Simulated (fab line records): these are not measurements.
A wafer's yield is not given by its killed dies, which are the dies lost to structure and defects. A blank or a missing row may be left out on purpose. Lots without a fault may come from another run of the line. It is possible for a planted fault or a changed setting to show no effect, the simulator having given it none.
The same fault as seen by 2 desks    flow gf180mcu    each desk holds nothing but its own numbers, with what lay behind them at the end

== AT THE TOOL OWNER'S DESK: hdpcvd-02 ==
The tool's own readings at GF_V3_CVD_00 (deposits SiO2, target thk 600 nm, time 100 s): means of the sampled wafers that have a number, for each lot that ran on this tool. A lot is out of limits, marked OUT, if its mean lies more than 4 standard deviations from the usual mean; the brackets give that distance.
Columns: A = sih4FlowSccm at GF_V3_CVD_00, usual 60.01 sccm
lot   first seen here  A
L457  day 21 18:55     60.09
L459  day 22 11:14     48.04 (-67) OUT
L461  day 23 09:40     48.24 (-65) OUT
L472  day 26 20:22     59.91
L473  day 27 03:10     60.07
L475  day 27 18:18     59.91
L478  day 28 16:14     60.42
This desk's verdict: out of limits on L459, L461, starting with L459 at day 22 11:14 (sih4FlowSccm at GF_V3_CVD_00). L457, L472, L473, L475, L478 stayed within limits.

== METROLOGY DESK ==
What the gauges read, lot by lot, whatever tool the lot ran on: means of the sampled wafers that have a number. A lot is out of limits, marked OUT, if its mean lies more than 4 standard deviations from the usual mean; the brackets give that distance.
Columns: A = V2_BOW at GF_V2_BOW_MEAS_05, usual 97 um; B = V2_W_THK at GF_V2_THK_MEAS_25, usual 361 nm; C = V3_CVD_00_THK at GF_V3_THK_MEAS_01, usual 600 nm
lot   first seen here  A    B    C
L456  day 19 02:53     96   360  605
L457  day 19 16:25     97   365  600
L459  day 20 08:34     84   366  484 (-21) OUT
L461  day 21 08:15     95   353  477 (-22) OUT
L463  day 22 01:26     94   360  594
L469  day 24 03:44     101  366  608
L470  day 24 07:23     91   365  592
L471  day 24 19:43     87   357  600
L472  day 24 23:55     102  360  608
L473  day 25 07:27     99   360  600
L475  day 25 23:07     99   365  598
L478  day 26 21:59     104  359  606
Per this desk, out of limits: L459, L461; the first was L459, day 22 11:19 (V3_CVD_00_THK at GF_V3_THK_MEAS_01). L456, L457, L463, L469, L470, L471, L472, L473, L475, L478 stayed within limits.

== TAKEN TOGETHER ==
The tool owner's desk had the chance to raise an alarm at day 22 11:14 on L459, L461.
L459, L461 would have let the metrology desk raise an alarm at day 22 11:19.
Of the lots named, all ran GF_V3_CVD_00 on hdpcvd-02.

== WHAT THE SIMULATOR HAD INSERTED ==
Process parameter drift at GF_V3_CVD_00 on hdpcvd-02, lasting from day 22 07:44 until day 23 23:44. The setting sih4FlowSccm was moved by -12, starting from 60. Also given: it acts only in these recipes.
Struck lots among those shown: L459, L461.
Delay (hours) between the fault's onset and each desk's first out-of-limits reading: 4 at the tool owner's desk, 4 at the metrology desk.
